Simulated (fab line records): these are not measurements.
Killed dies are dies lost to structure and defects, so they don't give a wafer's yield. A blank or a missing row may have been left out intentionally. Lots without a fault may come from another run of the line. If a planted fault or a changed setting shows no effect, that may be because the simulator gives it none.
Which tool was responsible? ; flow gf180mcu ; 33 wafers from 11 lots sampled at 6 of the route's 602 steps

== WHAT EACH GAUGE READ, for each wafer ==
GF_VT_IMPLANT_TW_MEAS_32.
lot;measured;on;VT_IMPLANT_3_TW
L950;day 7 17:59;film_metro-04;266.5 266.5 266.7
L951;day 7 23:02;film_metro-01;266.3 263.9 265.6
L952;day 8 07:32;film_metro-04;29.7 29.9 29.7
L953;day 8 17:32;film_metro-04;29.8 29.9 29.9
L961;day 10 17:02;film_metro-04;266.6 266.1 265.9
L962;day 10 23:47;film_metro-03;268.8 267.8 268.9
L964;day 11 11:05;film_metro-03;268.5 270.8 270.1
L965;day 11 17:29;film_metro-01;269.2 266.8 267.8
L966;day 12 00:59;film_metro-03;268.9 270.3 269.7
L967;day 12 06:34;film_metro-03;268.2 268.2 267.4
L970;day 13 04:53;film_metro-04;265.9 266.2 266.3

GF_POLY_GATE_THK_MEAS_17.
lot;measured;on;POLY_GATE_OXIDATION_THK (nm)
L950;day 10 05:02;film_metro-01;3.91 3.98 3.89
L951;day 10 13:13;film_metro-02;4.01 3.91 3.96
L961;day 13 09:47;film_metro-04;4.01 4.09 4.11
L962;day 13 17:23;film_metro-01;4.02 4.10 3.98
L964;day 14 06:16;film_metro-04;4.02 3.96 4.00
L965;day 14 12:35;film_metro-01;4.09 4.04 4.07
L966;day 14 22:09;film_metro-01;3.88 3.92 3.94
L967;day 15 04:37;film_metro-01;4.02 4.06 4.02
L970;day 16 03:01;film_metro-01;3.92 4.04 3.89

GF_HV_LDD_THK_MEAS_55.
lot;measured;on;HV_LDD_CVD_54_THK (nm)
L950;day 13 11:08;film_metro-04;10.02 10.00 10.01
L951;day 13 21:17;film_metro-02;10.02 10.06 10.05
L961;day 17 02:18;film_metro-04;9.84 9.85 9.63
L962;day 17 11:35;film_metro-04;9.94 9.98 9.97
L964;day 18 01:51;film_metro-03;10.21 10.13 10.25
L965;day 18 09:11;film_metro-03;9.93 9.93 10.06
L966;day 18 18:05;film_metro-04;9.97 9.92 9.96
L967;day 19 03:22;film_metro-03;9.98 9.96 10.01
L970;day 20 03:55;film_metro-04;10.07 10.07 10.12

== EACH LOT AND THE TOOL THAT RAN IT (in order: tool; ch and the chambers of the sampled wafers; start) ==
lot;GF_STI_CMP_25;GF_VT_IMPLANT_STRIP_20;GF_VT_IMPLANT_STRIP_31
L950;cmp-01 ch 0,2,3, day 2 19:24;plasma_asher-02 ch 0,1, day 7 02:02;plasma_asher-02 ch 0,1, day 7 17:53
L951;cmp-02 ch 0,2,3, day 2 23:58;plasma_asher-04 ch 0,1, day 7 06:23;plasma_asher-02 ch 0,1, day 7 22:56
L952;cmp-02 ch 0,1,2, day 3 05:07;plasma_asher-04 ch 1, day 7 14:44;plasma_asher-04 ch 0, day 8 07:26
L953;cmp-01 ch 0,2,3, day 3 14:47;plasma_asher-04 ch 0,1, day 8 01:08;plasma_asher-01 ch 0,1, day 8 17:26
L961;cmp-02 ch 1,2,3, day 5 03:37;plasma_asher-01 ch 0,1, day 9 22:56;plasma_asher-02 ch 0,1, day 10 16:56
L962;cmp-01 ch 1,2,3, day 5 09:24;plasma_asher-01 ch 0,1, day 10 05:08;plasma_asher-01 ch 0,1, day 10 23:41
L964;cmp-02 ch 2,3, day 5 19:02;plasma_asher-01 ch 0,1, day 10 16:41;plasma_asher-04 ch 0,1, day 11 10:59
L965;cmp-01 ch 0,1,3, day 6 00:35;plasma_asher-04 ch 0,1, day 10 23:32;plasma_asher-04 ch 0,1, day 11 17:23
L966;cmp-02 ch 0,1,3, day 6 06:03;plasma_asher-02 ch 0,1, day 11 06:08;plasma_asher-04 ch 0,1, day 12 00:53
L967;cmp-02 ch 1,2, day 6 11:14;plasma_asher-04 ch 0,1, day 11 11:58;plasma_asher-02 ch 0,1, day 12 06:28
L970;cmp-02 ch 0,3, day 7 03:53;plasma_asher-01 ch 0,1, day 12 08:59;plasma_asher-01 ch 0,1, day 13 04:47
- GF_STI_CMP_25: polishes, stops on Si3N4, t overpolish 33 s, target thk 524.6 nm.
- GF_VT_IMPLANT_STRIP_20: strips in O2/N2.
- GF_VT_IMPLANT_STRIP_31: strips in O2/N2.

== WHAT THE TOOLS THEMSELVES READ (means of the sampled wafers that have a number; where no wafer has one, the mark that the record gives instead) ==
GF_STI_CMP_25.
lot;tool;motor_current_A (A);overpolish_run_s (s);time_to_endpoint_s (s)
L950;cmp-01;12.0;32.996;122
L951;cmp-02;14.3;32.998;132
L952;cmp-02;12.8;32.998;132
L953;cmp-01;11.6;33.005;116
L961;cmp-02;12.3;33.000;123
L962;cmp-01;12.4;32.996;125
L964;cmp-02;12.8;32.999;122
L965;cmp-01;11.5;33.009;121
L966;cmp-02;12.2;32.993;118
L967;cmp-02;13.1;33.004;120
L970;cmp-02;13.3;33.001;119

GF_VT_IMPLANT_STRIP_20.
lot;tool;chamber_pressure_mTorr (mTorr);drypump_motor_current_A (A);heater_power_w (W);oes_product_au (a.u.);strip_time_to_endpoint_s (s)
L950;plasma_asher-02;1500.6;6.27;342;0.717;12.64
L951;plasma_asher-04;1500.1;6.29;368;0.713;12.59
L952;plasma_asher-04;-;-;-;-;-
L953;plasma_asher-04;-;-;-;-;-
L961;plasma_asher-01;1499.2;6.56;355;0.714;12.60
L962;plasma_asher-01;1500.1;6.52;373;0.713;12.63
L964;plasma_asher-01;1500.9;6.52;360;0.717;12.62
L965;plasma_asher-04;1501.4;6.28;371;0.716;12.62
L966;plasma_asher-02;1500.0;6.46;355;0.715;12.69
L967;plasma_asher-04;1500.6;6.30;381;0.715;12.65
L970;plasma_asher-01;1498.2;6.56;363;0.716;12.67

GF_VT_IMPLANT_STRIP_31.
lot;tool;chamber_pressure_mTorr (mTorr);drypump_motor_current_A (A);heater_power_w (W);oes_product_au (a.u.);strip_time_to_endpoint_s (s)
L950;plasma_asher-02;1500;6.25;338;0.715;12.67
L951;plasma_asher-02;1500;6.26;332;0.716;12.62
L952;plasma_asher-04;1500;6.27;354;0.714;27.70
L953;plasma_asher-01;1498;6.56;356;0.714;27.65
L961;plasma_asher-02;1501;6.27;335;0.714;12.61
L962;plasma_asher-01;1499;6.52;368;0.713;12.61
L964;plasma_asher-04;1500;6.30;364;0.714;12.66
L965;plasma_asher-04;1501;6.30;377;0.713;12.69
L966;plasma_asher-04;1500;6.26;367;0.714;12.59
L967;plasma_asher-02;1501;6.25;336;0.714;12.67
L970;plasma_asher-01;1519;6.55;360;0.712;12.70

== THE ANSWER, worked out from the rows above alone ==
Rule: usual is defined by the lots themselves. The widest of any qualifying gaps counts: lots, ordered by their means at a reading, are off when they make up no more than a third of the lots, leave a main group of 4 or more, and stand apart from it by 3 or more times the standard deviation of that group's means. The tables above print the reading to a certain number of digits; a main group whose means all agree to those digits is not used. Also off: a lot with no number at a reading for which 4 or more lots have one. Where the step has rows for the other lots, those lots are counted as sound. First the gauges in route order, then the tools' own readings, where a lot's mean is used as printed above. At the first step where some lot is off, the reading lying furthest off is the one used; lots without a number count as furthest.
Off: L952, L953, at GF_VT_IMPLANT_TW_MEAS_32 (VT_IMPLANT_3_TW). The main group has a mean of 267.6 with a standard deviation of 1.5.
If a tool, at a process step before that reading, ran all the lots that are off and no sound lot after the first of them, it fits. The gauges at GF_VT_IMPLANT_TW_MEAS_32 aren't tried: what is off there is off at GF_VT_IMPLANT_STRIP_20 too, on other tools, and a gauge's error can't cause that. Of those tried, none fits.

== WHAT WAS PUT IN BY THE SIMULATOR ==
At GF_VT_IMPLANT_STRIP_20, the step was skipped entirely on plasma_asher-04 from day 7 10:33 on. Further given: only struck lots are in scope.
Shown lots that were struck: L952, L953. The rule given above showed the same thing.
